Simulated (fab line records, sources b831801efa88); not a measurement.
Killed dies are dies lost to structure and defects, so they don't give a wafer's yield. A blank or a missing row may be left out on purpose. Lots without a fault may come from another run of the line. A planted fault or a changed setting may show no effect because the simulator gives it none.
One fault seen from 2 desks | flow gf180mcu | each desk has only its own numbers; what lay behind them comes last

THE METROLOGY DESK
What the gauges read, lot by lot, whatever tool the lot ran on: means of the sampled wafers that have a number. A lot is out of limits, marked OUT, if its mean lies more than 4 standard deviations from the usual mean; the brackets give that distance.
Columns: A = CONTACT_W_RS at GF_CONTACT_RS_MEAS_25, usual 0.383 ohm/sq
lot  | first seen here | A
L769 | day 16 05:34    | 0.379
L770 | day 16 18:52    | 0.385
L771 | day 17 02:29    | 0.377
L772 | day 17 07:03    | 0.373
L777 | day 19 15:48    | 0.384
L778 | day 20 00:11    | 0.383
L780 | day 20 23:56    | 0.387
L783 | day 22 05:08    | 0.379
L785 | day 22 07:43    | 0.382
L786 | day 23 02:58    | 0.378
L789 | day 23 16:07    | 0.384
L790 | day 23 23:06    | 0.383
This desk's finding: nothing out of limits on any of the 12 lots.

THE TOOL OWNER'S DESK: plasma_asher-04
The tool's own readings at GF_NWELL_STRIP_10 (strips in O2/N2): means of the sampled wafers that have a number, for each lot that ran on this tool. A lot is out of limits, marked OUT, if its mean lies more than 4 standard deviations from the usual mean; the brackets give that distance.
Columns: A = drypump_motor_current_A at GF_NWELL_STRIP_10, usual 5.6 A; B = heater_power_w at GF_NWELL_STRIP_10, usual 318 W; C = o2_flow_sccm at GF_NWELL_STRIP_10, usual 2998 sccm; D = oes_product_au at GF_NWELL_STRIP_10, usual 0.722 a.u.; E = platen_temp_c at GF_NWELL_STRIP_10, usual 249.97 C; F = strip_time_to_endpoint_s at GF_NWELL_STRIP_10, usual 36.97 s
lot  | first seen here | A   | B   | C              | D     | E      | F
L769 | day 3 10:11     | 5.2 | 278 | 2990           | 0.725 | 249.98 | 36.92
L771 | day 3 18:08     | 5.6 | 303 | 2999           | 0.719 | 249.94 | 36.97
L777 | day 5 03:30     | 5.4 | 288 | 3006           | 0.723 | 250.06 | 37.03
L778 | day 5 09:23     | 5.6 | 303 | 3397 (+46) OUT | 0.721 | 249.95 | 36.52 (-4.5) OUT
L780 | day 5 22:09     | 5.6 | 305 | 3396 (+46) OUT | 0.724 | 250.25 | 36.69
This desk's finding: out of limits on L778, L780; first on L778, day 5 09:23 (o2_flow_sccm at GF_NWELL_STRIP_10). In limits: L769, L771, L777.

PUT TOGETHER
The tool owner's desk could have raised an alarm at day 5 09:23, on L778, L780.
The metrology desk saw nothing out of limits.
The metrology desk has L778, L780 on record, within its limits.
Of the lots named, all ran GF_NWELL_STRIP_10 on plasma_asher-04.

WHAT THE SIMULATOR HAD PUT IN
Process parameter drift: plasma_asher-04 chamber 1, from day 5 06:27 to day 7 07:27, at GF_NWELL_STRIP_10. Setting o2_flow_sccm, moved by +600, from 3000. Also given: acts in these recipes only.
Lots struck among those shown: L778, L780.
Hours from the fault's start to each desk's first reading out of limits: the tool owner's desk, 3.
